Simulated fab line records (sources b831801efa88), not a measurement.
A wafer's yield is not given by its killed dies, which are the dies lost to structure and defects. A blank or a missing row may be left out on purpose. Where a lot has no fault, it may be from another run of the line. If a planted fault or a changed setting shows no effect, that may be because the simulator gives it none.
The tool behind it: which one?    flow gf180mcu    12 lots, 36 wafers sampled, at 3 steps of a route of 602

## WHAT THE GAUGES READ, wafer by wafer
GF_PSD_RS_MEAS_14: uses a four-point probe to measure.
lot   measured      on             NSD_RS (ohm/sq)
L150  day 14 04:17  film metro-01  46.19 46.26 46.32
L152  day 15 00:10  film metro-01  46.18 46.21 46.24
L153  day 15 06:50  film metro-04  46.15 46.13 46.25
L154  day 15 15:17  film metro-01  46.14 46.09 46.08
L155  day 15 19:31  film metro-02  46.17 46.19 46.08
L157  day 16 17:23  film metro-01  46.04 46.12 46.17
L163  day 18 19:58  film metro-04  47.21 47.17 47.11
L164  day 19 11:34  film metro-04  47.21 47.06 47.15
L168  day 20 23:45  film metro-01  46.21 46.15 46.26
L170  day 21 07:05  film metro-04  46.20 46.22 46.23
L172  day 22 01:13  film metro-04  46.12 46.18 46.07
L173  day 22 08:13  film metro-02  46.12 46.12 46.00

GF_M1_CD_MEAS_14: target cd 230 nm.
lot   measured      on         cd nm (nm)
L150  day 17 01:01  cd sem-01  229.0 229.5 231.0
L152  day 17 23:07  cd sem-01  228.2 229.4 229.2
L153  day 18 05:55  cd sem-02  231.9 230.1 230.3
L154  day 18 14:38  cd sem-01  229.5 229.4 229.2
L155  day 18 20:37  cd sem-01  230.2 230.4 230.7
L157  day 19 18:49  cd sem-01  230.4 229.9 229.7
L163  day 22 01:32  cd sem-01  231.9 231.1 231.7
L164  day 22 14:24  cd sem-01  228.2 227.9 227.9
L168  day 24 00:19  cd sem-01  229.4 229.4 228.0
L170  day 24 07:34  cd sem-02  230.6 231.2 229.6
L172  day 25 00:24  cd sem-02  229.8 229.4 228.7
L173  day 25 07:25  cd sem-02  228.9 230.7 230.3

## WHICH TOOL RAN EACH LOT (tool, then ch and the chambers of the sampled wafers, then the start)
lot   GF_NSD_IMPLANT_10
L150  implanter-03 ch 0, day 13 07:20
L152  implanter-01 ch 0, day 14 02:25
L153  implanter-03 ch 0, day 14 08:58
L154  implanter-02 ch 0, day 14 16:25
L155  implanter-01 ch 0, day 14 21:13
L157  implanter-02 ch 0, day 15 17:53
L163  implanter-03 ch 0, day 17 19:27
L164  implanter-03 ch 0, day 18 11:07
L168  implanter-01 ch 0, day 19 19:14
L170  implanter-01 ch 0, day 20 08:16
L172  implanter-01 ch 0, day 21 00:44
L173  implanter-01 ch 0, day 21 07:31
- GF_NSD_IMPLANT_10

## WHAT THE TOOLS THEMSELVES READ (means of the sampled wafers that have a number; where no wafer has one, the mark that the record gives instead)
GF_NSD_IMPLANT_10.
lot   tool          dose ions cm2  faraday current uA
L150  implanter-03  4.994e+14      2765
L152  implanter-01  5.002e+14      2834
L153  implanter-03  4.998e+14      2795
L154  implanter-02  4.997e+14      2825
L155  implanter-01  5.000e+14      2756
L157  implanter-02  4.995e+14      2804
L163  implanter-03  4.204e+14      2360
L164  implanter-03  4.212e+14      2300
L168  implanter-01  4.998e+14      2837
L170  implanter-01  5.003e+14      2802
L172  implanter-01  4.995e+14      2774
L173  implanter-01  5.002e+14      2769

## THE ANSWER, worked out from the rows above alone
Rule: the lots themselves supply what counts as usual. The widest of any qualifying gaps counts: lots, ordered by their means at a reading, are off when they make up no more than a third of the lots, leave a main group of 4 or more, and stand apart from it by 3 or more times the standard deviation of that group's means. The tables above print the reading to a certain number of digits; a main group whose means all agree to those digits is not used. Also off: a lot with no number at a reading for which 4 or more lots have one. Where the step has rows for the other lots, those lots are counted as sound. After the gauges, taken in route order, come the tools' own readings; for these a lot's mean is taken, as printed above. The first step at which some lot is off is used, and at that step the reading that is off furthest; a lot without a number counts as furthest.
Off: L163, L164, seen at GF_PSD_RS_MEAS_14 (NSD_RS). The main group: mean 46.16 ohm/sq, standard deviation 0.056.
A tool fits if, at a process step before that reading, it ran every lot that is off, and no sound lot after the first of them. The gauges at GF_PSD_RS_MEAS_14 aren't tried: what is off there is off at GF_NSD_IMPLANT_10 too, on other tools, and a gauge's error can't cause that. One candidate fits, namely implanter-03 at GF_NSD_IMPLANT_10. Its last sound lot is L153 (day 14 08:58), its first lot that is off L163 (day 17 19:27): a fault that began between those two fits.
The tool's own readings at GF_NSD_IMPLANT_10 bear it out: on the lots that are off they differ by more than 5 times the standard deviation of the sound lots' means. dose ions cm2 reads 4.208e+14 there against 4.998e+14 on the sound lots; faraday current uA reads 2330 there against 2796 on the sound lots.

## WHAT THE SIMULATOR HAD PUT IN
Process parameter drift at GF_NSD_IMPLANT_10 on implanter-03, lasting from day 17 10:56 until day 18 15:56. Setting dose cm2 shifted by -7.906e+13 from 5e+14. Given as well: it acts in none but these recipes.
Shown lots that were struck: L163, L164. This agrees with what the rule above found.
